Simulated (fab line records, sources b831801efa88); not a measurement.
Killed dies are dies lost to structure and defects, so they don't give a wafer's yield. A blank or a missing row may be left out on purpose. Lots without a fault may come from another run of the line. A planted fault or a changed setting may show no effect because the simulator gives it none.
fab line records | flow gf180mcu
record lots=24 wafers=72 last_day=34
route steps=602 shown V2@400 M3@409 V3@450
lots that met no fault: from a run of the same line without faults
start_h: hours from the record's first day to the start of the lot's first wafer shown | wait_h: hours since the lot's step before | " the same as in the row above | L1.1+2: a row that stands for several wafers | - no value, or no start given | * or withheld: withheld | < > ~ a bound
route shown NAME@n: a module of which the file shows steps, and the number in the route of the first | usual: mean/standard deviation of fault-free wafers | same: alike in all rows | chamber/n: place in a boat | sites: the reading at each site | _std_site: their standard deviation | _edge_site: outer sites' mean less inner sites' | radius_mm: how far each site lies from the wafer's centre | mask NAME#n: copy n | behind: the tool/chamber that last shaped the wafer | hold: why the lot was held/for how many hours/how that ended | device: the transistor (n, p or np) that didn't switch | end of line: the same wafers' tests at the end of the route | a step without rows: its recipe alone | killed: dies lost to structure and defects at the first sort, not the wafer's yield | map: a wafer's dies, x killed, . not, _ none there
set.NAME: the setting as run; set.NAME@STEP: as run at that earlier step | model.NAME: the simulator's own value behind a step, which no gauge read
steps of the route over a sample of lots; a table a step, a row a wafer
services: from which hour (start_h, from the record's first day; less than 0 if before it) a tool's chamber was out of use, for how many hours, and why
## steps
# step GF_V2_STRIP_18
# recipe chemistry=O2/N2 power_w=1400 pressure_mtorr=1500 platen_temp_c=250 o2_flow_sccm=3000 n2_flow_sccm=300 overash_fraction=0.5
# usual drypump_motor_current_A=6.0/0.47 heater_power_w=337/30 oes_product_au=0.592/0.0047
# same overash_fraction=0.5
# columns lot.wafer tool chamber start_h wait_h drypump_motor_current_A heater_power_w oes_product_au rf_hours_counter_h
L074.4 plasma_asher-03 0 460.93 - 6.6 310 0.594 -
L074.5 " 1 " " 6.6 361 0.596 -
L074.6 " 0 " " 6.6 315 0.598 -
L075.1 plasma_asher-02 0 471.16 - 5.7 371 0.591 4
L075.3 " 1 " " 5.9 325 0.593 -
L075.6 " 0 " " 5.7 385 0.587 -
L076.1 plasma_asher-02 1 477.96 - 5.9 323 0.586 5
L076.3 " 0 " " 5.7 386 0.590 -
L076.4 " 1 " " 5.9 321 0.594 -
L077.2 plasma_asher-02 0 494.79 - 5.7 376 0.601 6
L077.4 " 0 " " 5.7 381 0.594 -
L077.5 " 0 " " 5.8 380 0.595 -
L078.1 plasma_asher-03 0 502.49 - 6.6 326 0.588 43
L078.5 " 1 " " 6.6 366 0.586 -
L078.6 " 0 " " 6.6 316 0.584 -
L079.1 plasma_asher-03 0 507.86 - 6.6 312 0.590 43
L079.2 " 1 " " 6.6 366 0.597 43
L079.3 " 0 " " 6.6 311 0.590 -
L080.1 plasma_asher-03 1 518.56 - 6.6 358 0.589 44
L080.3 " 0 " " 6.6 313 0.603 -
L080.4 " 1 " " 6.6 353 0.590 -
L081.1 plasma_asher-03 0 526.24 - 6.6 316 0.589 45
L081.4 " 1 " " 6.6 359 0.590 -
L081.6 " 0 " " 6.6 310 0.594 -
L082.2 plasma_asher-02 0 540.34 - 5.8 381 0.594 11
L082.3 " 0 " " 5.7 379 0.589 -
L082.5 " 0 " " 5.8 380 0.594 -
L083.2 plasma_asher-04 0 542.04 - 5.7 325 0.592 83
L083.4 " 0 " " 5.6 314 0.598 -
L083.5 " 0 " " 5.7 325 0.596 -
L084.1 plasma_asher-04 0 552.71 - 5.6 317 0.587 84
L084.3 " 0 " " 5.7 329 0.588 -
L084.4 " 1 " " 5.2 285 0.585 -
L085.1 plasma_asher-04 0 561.71 - 5.6 322 0.590 85
L085.5 " 1 " " 5.2 292 0.601 -
L085.6 " 0 " " 5.7 324 0.586 -
L086.1 plasma_asher-04 0 569.89 - 5.6 315 0.596 86
L086.3 " 0 " " 5.6 327 0.601 -
L086.5 " 0 " " 5.6 319 0.589 -
L087.3 plasma_asher-02 0 578.51 - 5.7 381 0.596 -
L087.4 " 1 " " 5.9 321 0.595 -
L087.6 " 1 " " 5.9 324 0.603 -
L088.1 plasma_asher-03 1 587.66 - 6.6 357 0.591 52
L088.3 " 1 " " 6.6 358 0.596 -
L088.6 " 1 " " 6.6 364 0.587 -
L089.1 plasma_asher-02 1 599.21 - 5.9 318 0.594 17
L089.3 " 0 " " 5.7 381 0.591 -
L089.6 " 0 " " 5.7 383 0.590 -
L090.2 plasma_asher-03 1 600.00 - 6.6 368 0.589 54
L090.4 " 1 " " 6.6 366 0.589 -
L090.6 " 0 " " 6.6 317 0.591 -
L091.1 plasma_asher-03 1 608.50 - 6.6 361 0.593 54
L091.3 " 0 " " 6.6 318 0.594 -
L091.4 " 1 " " 6.6 366 0.592 -
L092.2 plasma_asher-02 1 617.19 - 5.9 325 0.584 19
L092.5 " 1 " " 5.9 324 0.588 -
L092.6 " 0 " " 5.7 373 0.597 -
L093.2 plasma_asher-02 1 619.15 - 5.9 327 0.593 19
L093.3 " 0 " " 5.7 369 0.592 -
L093.6 " 0 " " 5.7 378 0.590 -
L094.4 plasma_asher-04 1 626.94 - 5.2 288 0.589 -
L094.5 " 0 " " 5.6 328 0.590 -
L094.6 " 1 " " 5.2 288 0.589 -
L095.2 plasma_asher-02 1 635.84 - 5.9 326 0.593 21
L095.4 " 1 " " 5.9 324 0.596 -
L095.6 " 1 " " 5.9 330 0.587 -
L096.4 plasma_asher-02 0 642.09 - 5.7 377 0.593 -
L096.5 " 1 " " 5.9 324 0.600 -
L096.6 " 0 " " 5.7 377 0.589 -
L097.1 plasma_asher-03 0 646.69 - 6.6 316 0.592 58
L097.3 " 0 " " 6.6 309 0.597 -
L097.5 " 0 " " 6.6 316 0.579 -
# step GF_V2_THK_MEAS_25
# recipe thk_meas_gauge=xrf reads=W_of_V2_CVD_23
# usual V2_W_THK=348/4.1
# columns lot.wafer tool chamber start_h wait_h V2_W_THK[nm]
L074.4 film_metro-04 - 461.80 0.1 348
L074.5 " - " " 352
L074.6 " - " " 355
L075.1 film_metro-04 - 472.03 0.1 347
L075.3 " - " " 352
L075.6 " - " " 349
L076.1 film_metro-04 - 478.84 0.1 349
L076.3 " - " " 347
L076.4 " - " " 347
L077.2 film_metro-04 - 495.68 0.1 352
L077.4 " - " " 352
L077.5 " - " " 347
L078.1 film_metro-02 - 503.37 0.1 360
L078.5 " - " " 355
L078.6 " - " " 359
L079.1 film_metro-04 - 508.75 0.1 343
L079.2 " - " " 344
L079.3 " - " " 347
L080.1 film_metro-02 - 519.42 0.1 350
L080.3 " - " " 353
L080.4 " - " " 354
L081.1 film_metro-04 - 527.11 0.1 348
L081.4 " - " " 344
L081.6 " - " " 348
L082.2 film_metro-04 - 541.23 0.1 350
L082.3 " - " " 343
L082.5 " - " " 344
L083.2 film_metro-03 - 542.95 0.1 340
L083.4 " - " " 344
L083.5 " - " " 344
L084.1 film_metro-02 - 553.93 0.1 341
L084.3 " - " " 345
L084.4 " - " " 343
L085.1 film_metro-03 - 562.68 0.1 354
L085.5 " - " " 348
L085.6 " - " " 362
L086.1 film_metro-03 - 571.10 0.1 347
L086.3 " - " " 341
L086.5 " - " " 351
L087.3 film_metro-04 - 579.40 0.1 347
L087.4 " - " " 348
L087.6 " - " " 349
L088.1 film_metro-04 - 588.99 0.1 349
L088.3 " - " " 345
L088.6 " - " " 347
L089.1 film_metro-04 - 600.11 0.1 348
L089.3 " - " " 353
L089.6 " - " " 346
L090.2 film_metro-04 - 600.89 0.1 343
L090.4 " - " " 342
L090.6 " - " " 344
L091.1 film_metro-02 - 609.37 0.1 347
L091.3 " - " " 345
L091.4 " - " " 349
L092.2 film_metro-03 - 618.07 0.1 347
L092.5 " - " " 350
L092.6 " - " " 344
L093.2 film_metro-03 - 620.03 0.1 351
L093.3 " - " " 351
L093.6 " - " " 349
L094.4 film_metro-02 - 627.80 0.1 350
L094.5 " - " " 352
L094.6 " - " " 353
L095.2 film_metro-03 - 636.72 0.1 341
L095.4 " - " " 347
L095.6 " - " " 341
L096.4 film_metro-04 - 642.97 0.1 351
L096.5 " - " " 348
L096.6 " - " " 349
L097.1 film_metro-04 - 647.59 0.1 353
L097.3 " - " " 343
L097.5 " - " " 345
# step GF_M3_SPUTTER_00
# recipe material=Ti target_thk_nm=37.5 arriving_ion_energy_ev=80 substrate_temp_c=200 chamber_pressure_pa=2 power_w=4000 time_s=150
# usual throttle_valve_pct=30.1/0.85
# same time_s=150
# columns lot.wafer tool chamber start_h wait_h throttle_valve_pct
L074.4 pvd_sputter-04 - 462.13 0.2 30.1
L074.5 " - " " 30.1
L074.6 " - " " 30.2
L075.1 pvd_sputter-04 - 472.39 0.2 29.9
L075.3 " - " " 29.3
L075.6 " - " " 29.7
L076.1 pvd_sputter-04 - 479.20 0.1 29.8
L076.3 " - " " 30.4
L076.4 " - " " 31.3
L077.2 pvd_sputter-01 - 496.03 0.2 31.1
L077.4 " - " " 31.2
L077.5 " - " " 29.4
L078.1 pvd_sputter-01 - 503.73 0.1 29.4
L078.5 " - " " 28.7
L078.6 " - " " 31.3
L079.1 pvd_sputter-03 - 509.11 0.1 30.2
L079.2 " - " " 30.0
L079.3 " - " " 29.9
L080.1 pvd_sputter-04 - 519.78 0.1 30.0
L080.3 " - " " 30.5
L080.4 " - " " 29.7
L081.1 pvd_sputter-01 - 527.47 0.1 31.2
L081.4 " - " " 29.1
L081.6 " - " " 31.4
L082.2 pvd_sputter-04 - 541.58 0.1 31.5
L082.3 " - " " 30.5
L082.5 " - " " 31.3
L083.2 pvd_sputter-04 - 543.30 0.1 31.3
L083.4 " - " " 29.9
L083.5 " - " " 30.5
L084.1 pvd_sputter-04 - 554.29 0.2 30.8
L084.3 " - " " 29.3
L084.4 " - " " 31.6
L085.1 pvd_sputter-04 - 563.22 0.1 29.4
L085.5 " - " " 30.6
L085.6 " - " " 29.6
L086.1 pvd_sputter-01 - 571.46 0.1 28.8
L086.3 " - " " 29.2
L086.5 " - " " 29.5
L087.3 pvd_sputter-04 - 579.74 0.2 30.1
L087.4 " - " " 31.3
L087.6 " - " " 29.3
L088.1 pvd_sputter-03 - 589.35 0.1 29.6
L088.3 " - " " 29.3
L088.6 " - " " 29.7
L089.1 pvd_sputter-04 - 600.47 0.2 31.5
L089.3 " - " " 30.5
L089.6 " - " " 30.6
L090.2 pvd_sputter-03 - 601.24 0.1 29.4
L090.4 " - " " 29.7
L090.6 " - " " 29.4
L091.1 pvd_sputter-03 - 609.73 0.2 29.7
L091.3 " - " " 29.5
L091.4 " - " " 29.5
L092.2 pvd_sputter-04 - 618.42 0.2 29.6
L092.5 " - " " 29.3
L092.6 " - " " 31.8
L093.2 pvd_sputter-01 - 620.40 0.3 28.8
L093.3 " - " " 28.6
L093.6 " - " " 29.1
L094.4 pvd_sputter-04 - 628.13 0.2 30.0
L094.5 " - " " 29.9
L094.6 " - " " 31.3
L095.2 pvd_sputter-01 - 637.07 0.2 28.7
L095.4 " - " " 31.2
L095.6 " - " " 29.2
L096.4 pvd_sputter-04 - 643.30 0.2 30.1
L096.5 " - " " 30.0
L096.6 " - " " 30.8
L097.1 pvd_sputter-03 - 647.95 0.2 29.7
L097.3 " - " " 29.4
L097.5 " - " " 29.7
# step GF_M3_SPUTTER_01
# recipe material=TiN target_thk_nm=30 power_w=6500 time_s=25 chamber_pressure_pa=0.4
# usual throttle_valve_pct=30.1/0.84
# same time_s=25
# columns lot.wafer tool chamber start_h wait_h throttle_valve_pct
L074.4 pvd_sputter-04 - 462.23 0.1 29.9
L074.5 " - " " 29.8
L074.6 " - " " 30.3
L075.1 pvd_sputter-04 - 472.49 0.1 29.9
L075.3 " - " " 29.2
L075.6 " - " " 30.2
L076.1 pvd_sputter-04 - 479.30 0.1 29.8
L076.3 " - " " 30.5
L076.4 " - " " 31.7
L077.2 pvd_sputter-01 - 496.13 0.1 31.3
L077.4 " - " " 31.2
L077.5 " - " " 29.3
L078.1 pvd_sputter-01 - 503.83 0.1 29.3
L078.5 " - " " 28.8
L078.6 " - " " 31.3
L079.1 pvd_sputter-03 - 509.21 0.1 30.0
L079.2 " - " " 29.6
L079.3 " - " " 29.6
L080.1 pvd_sputter-04 - 519.88 0.1 30.0
L080.3 " - " " 30.4
L080.4 " - " " 29.5
L081.1 pvd_sputter-01 - 527.57 0.1 31.1
L081.4 " - " " 28.5
L081.6 " - " " 31.2
L082.2 pvd_sputter-04 - 541.68 0.1 31.4
L082.3 " - " " 30.5
L082.5 " - " " 31.5
L083.2 pvd_sputter-04 - 543.40 0.1 31.6
L083.4 " - " " 29.9
L083.5 " - " " 30.3
L084.1 pvd_sputter-04 - 554.39 0.1 30.5
L084.3 " - " " 29.2
L084.4 " - " " 31.4
L085.1 pvd_sputter-04 - 563.34 0.1 29.6
L085.5 " - " " 30.3
L085.6 " - " " 29.6
L086.1 pvd_sputter-01 - 571.56 0.1 28.8
L086.3 " - " " 29.6
L086.5 " - " " 29.3
L087.3 pvd_sputter-04 - 579.84 0.1 30.1
L087.4 " - " " 31.5
L087.6 " - " " 29.4
L088.1 pvd_sputter-03 - 589.45 0.1 29.8
L088.3 " - " " 29.4
L088.6 " - " " 29.8
L089.1 pvd_sputter-04 - 600.57 0.1 31.4
L089.3 " - " " 30.2
L089.6 " - " " 30.4
L090.2 pvd_sputter-03 - 601.34 0.1 29.6
L090.4 " - " " 29.5
L090.6 " - " " 29.8
L091.1 pvd_sputter-03 - 609.83 0.1 29.8
L091.3 " - " " 29.7
L091.4 " - " " 29.8
L092.2 pvd_sputter-04 - 618.52 0.1 29.5
L092.5 " - " " 29.5
L092.6 " - " " 31.3
L093.2 pvd_sputter-01 - 620.50 0.1 28.8
L093.3 " - " " 28.9
L093.6 " - " " 28.6
L094.4 pvd_sputter-04 - 628.23 0.1 30.0
L094.5 " - " " 29.8
L094.6 " - " " 31.4
L095.2 pvd_sputter-01 - 637.17 0.1 28.3
L095.4 " - " " 31.5
L095.6 " - " " 29.3
L096.4 pvd_sputter-04 - 643.40 0.1 29.7
L096.5 " - " " 29.8
L096.6 " - " " 30.3
L097.1 pvd_sputter-03 - 648.05 0.1 29.9
L097.3 " - " " 29.9
L097.5 " - " " 29.7
# step GF_M3_RS_MEAS_05
# recipe thk_meas_gauge=four-point-probe reads=TiN_of_M3_SPUTTER_04+Ti_of_M3_SPUTTER_03+AlCu_of_M3_SPUTTER_02+TiN_of_M3_SPUTTER_01+Ti_of_M3_SPUTTER_00
# usual M3_ALCU_RS=0.0698/0.00068
# columns lot.wafer tool chamber start_h wait_h M3_ALCU_RS[ohm/sq]
L074.4 film_metro-01 - 462.41 0.1 0.0698
L074.5 " - " " 0.0700
L074.6 " - " " 0.0692
L075.1 film_metro-02 - 472.61 0.0 0.0699
L075.3 " - " " 0.0693
L075.6 " - " " 0.0697
L076.1 film_metro-01 - 479.42 0.0 0.0711
L076.3 " - " " 0.0700
L076.4 " - " " 0.0699
L077.2 film_metro-02 - 496.27 0.0 0.0684
L077.4 " - " " 0.0693
L077.5 " - " " 0.0689
L078.1 film_metro-01 - 503.95 0.0 0.0710
L078.5 " - " " 0.0703
L078.6 " - " " 0.0706
L079.1 film_metro-03 - 509.33 0.0 0.0701
L079.2 " - " " 0.0700
L079.3 " - " " 0.0701
L080.1 film_metro-02 - 520.00 0.0 0.0705
L080.3 " - " " 0.0703
L080.4 " - " " 0.0707
L081.1 film_metro-03 - 527.69 0.0 0.0701
L081.4 " - " " 0.0702
L081.6 " - " " 0.0697
L082.2 film_metro-01 - 541.82 0.0 0.0700
L082.3 " - " " 0.0703
L082.5 " - " " 0.0701
L083.2 film_metro-03 - 543.54 0.0 0.0695
L083.4 " - " " 0.0694
L083.5 " - " " 0.0692
L084.1 film_metro-01 - 554.51 0.0 0.0707
L084.3 " - " " 0.0704
L084.4 " - " " 0.0702
L085.1 film_metro-02 - 563.47 0.0 0.0701
L085.5 " - " " 0.0691
L085.6 " - " " 0.0703
L086.1 film_metro-03 - 571.68 0.0 0.0686
L086.3 " - " " 0.0693
L086.5 " - " " 0.0693
L087.3 film_metro-01 - 580.00 0.1 0.0709
L087.4 " - " " 0.0699
L087.6 " - " " 0.0704
L088.1 film_metro-02 - 589.57 0.0 0.0694
L088.3 " - " " 0.0703
L088.6 " - " " 0.0701
L089.1 film_metro-02 - 600.69 0.0 0.0696
L089.3 " - " " 0.0701
L089.6 " - " " 0.0707
L090.2 film_metro-02 - 601.48 0.0 0.0696
L090.4 " - " " 0.0692
L090.6 " - " " 0.0691
L091.1 film_metro-03 - 609.95 0.0 0.0693
L091.3 " - " " 0.0693
L091.4 " - " " 0.0695
L092.2 film_metro-01 - 618.66 0.0 0.0700
L092.5 " - " " 0.0699
L092.6 " - " " 0.0695
L093.2 film_metro-02 - 620.64 0.0 0.0698
L093.3 " - " " 0.0697
L093.6 " - " " 0.0698
L094.4 film_metro-03 - 628.41 0.1 0.0709
L094.5 " - " " 0.0703
L094.6 " - " " 0.0702
L095.2 film_metro-02 - 637.31 0.0 0.0681
L095.4 " - " " 0.0690
L095.6 " - " " 0.0686
L096.4 film_metro-03 - 643.58 0.1 0.0709
L096.5 " - " " 0.0707
L096.6 " - " " 0.0704
L097.1 film_metro-03 - 648.18 0.0 0.0683
L097.3 " - " " 0.0684
L097.5 " - " " 0.0684
# step GF_V3_SPUTTER_21
# recipe material=Ti target_thk_nm=15 chamber_pressure_pa=5 power_w=2500 substrate_temp_c=200 time_s=80.02
# usual throttle_valve_pct=29.6/0.7
# same time_s=80.02
# columns lot.wafer tool chamber start_h wait_h throttle_valve_pct
L074.4 pvd_sputter-01 - 512.28 0.0 31.2
L074.5 " - " " 31.1
L074.6 " - " " 28.7
L075.1 pvd_sputter-03 - 522.68 0.0 29.6
L075.3 " - " " 29.2
L075.6 " - " " 30.0
L076.1 pvd_sputter-02 - 528.54 0.0 30.2
L076.3 " - " " 28.4
L076.4 " - " " 30.3
L077.2 pvd_sputter-01 - 544.72 0.0 31.2
L077.4 " - " " 28.6
L077.5 " - " " 29.4
L078.1 pvd_sputter-01 - 552.19 0.0 28.8
L078.5 " - " " 28.5
L078.6 " - " " 29.2
L079.1 pvd_sputter-03 - 558.37 0.0 29.8
L079.2 " - " " 29.4
L079.3 " - " " 29.6
L080.1 pvd_sputter-03 - 567.73 0.0 29.8
L080.3 " - " " 29.6
L080.4 " - " " 29.5
L081.1 pvd_sputter-03 - 574.22 0.0 29.8
L081.4 " - " " 29.8
L081.6 " - " " 29.4
L082.2 pvd_sputter-01 - 587.59 0.0 29.0
L082.3 " - " " 29.8
L082.5 " - " " 28.6
L083.2 pvd_sputter-01 - 588.95 0.0 30.9
L083.4 " - " " 29.4
L083.5 " - " " 31.2
L084.1 pvd_sputter-03 - 600.10 0.0 29.5
L084.3 " - " " 29.7
L084.4 " - " " 29.8
L085.1 pvd_sputter-02 - 608.34 0.0 29.9
L085.5 " - " " 28.3
L085.6 " - " " 30.5
L086.1 pvd_sputter-03 - 615.79 0.0 29.4
L086.3 " - " " 29.6
L086.5 " - " " 29.5
L087.3 pvd_sputter-03 - 623.94 0.0 29.6
L087.4 " - " " 29.7
L087.6 " - " " 29.3
L088.1 pvd_sputter-03 - 632.29 0.0 29.2
L088.3 " - " " 29.9
L088.6 " - " " 29.7
L089.1 pvd_sputter-01 - 643.34 0.0 28.9
L089.3 " - " " 28.7
L089.6 " - " " 28.7
L090.2 pvd_sputter-02 - 644.54 0.0 30.4
L090.4 " - " " 30.2
L090.6 " - " " 30.2
L091.1 pvd_sputter-01 - 651.64 0.0 29.0
L091.3 " - " " 28.5
L091.4 " - " " 28.3
L092.2 pvd_sputter-02 - 660.97 0.0 30.2
L092.5 " - " " 30.0
L092.6 " - " " 30.5
L093.2 pvd_sputter-03 - 663.67 0.0 29.4
L093.3 " - " " 29.7
L093.6 " - " " 30.2
L094.4 pvd_sputter-03 - 669.89 0.0 29.7
L094.5 " - " " 29.8
L094.6 " - " " 30.0
L095.2 pvd_sputter-03 - 679.13 0.0 30.0
L095.4 " - " " 29.8
L095.6 " - " " 29.8
L096.4 pvd_sputter-02 - 685.19 0.0 30.4
L096.5 " - " " 30.7
L096.6 " - " " 30.2
L097.1 pvd_sputter-02 - 689.09 0.0 28.4
L097.3 " - " " 30.0
L097.5 " - " " 28.2
## services
# columns tool chamber start_h hours kind
plasma_asher-03 - 477.04 1.0 repair
plasma_asher-04 - 479.91 1.3 repair
pvd_sputter-03 - 483.64 0.6 repair
pvd_sputter-02 - 503.34 14.5 repair
pvd_sputter-03 - 509.36 3.0 repair
plasma_asher-04 - 514.74 12.5 repair
pvd_sputter-02 - 529.19 1.9 repair
pvd_sputter-04 2 532.22 - consumable_replace:kit
pvd_sputter-04 2 532.22 18.0 scheduled_down
pvd_sputter-04 2 532.22 18.0 vent_cycle
pvd_sputter-04 - 546.42 4.4 repair
pvd_sputter-04 - 567.73 5.6 repair
pvd_sputter-03 - 571.17 1.1 repair
pvd_sputter-03 - 584.68 3.8 repair
plasma_asher-03 - 585.79 0.3 repair
plasma_asher-04 - 605.98 0.9 repair
plasma_asher-03 - 641.77 1.2 repair
pvd_sputter-02 - 648.72 4.1 repair
pvd_sputter-01 - 652.78 1.7 repair
pvd_sputter-01 - 653.02 34.4 repair
pvd_sputter-04 1 661.88 - consumable_replace:kit
pvd_sputter-04 1 661.88 18.0 scheduled_down
pvd_sputter-04 - 665.37 3.4 repair
plasma_asher-02 - 675.94 28.1 pm
## key
fault none
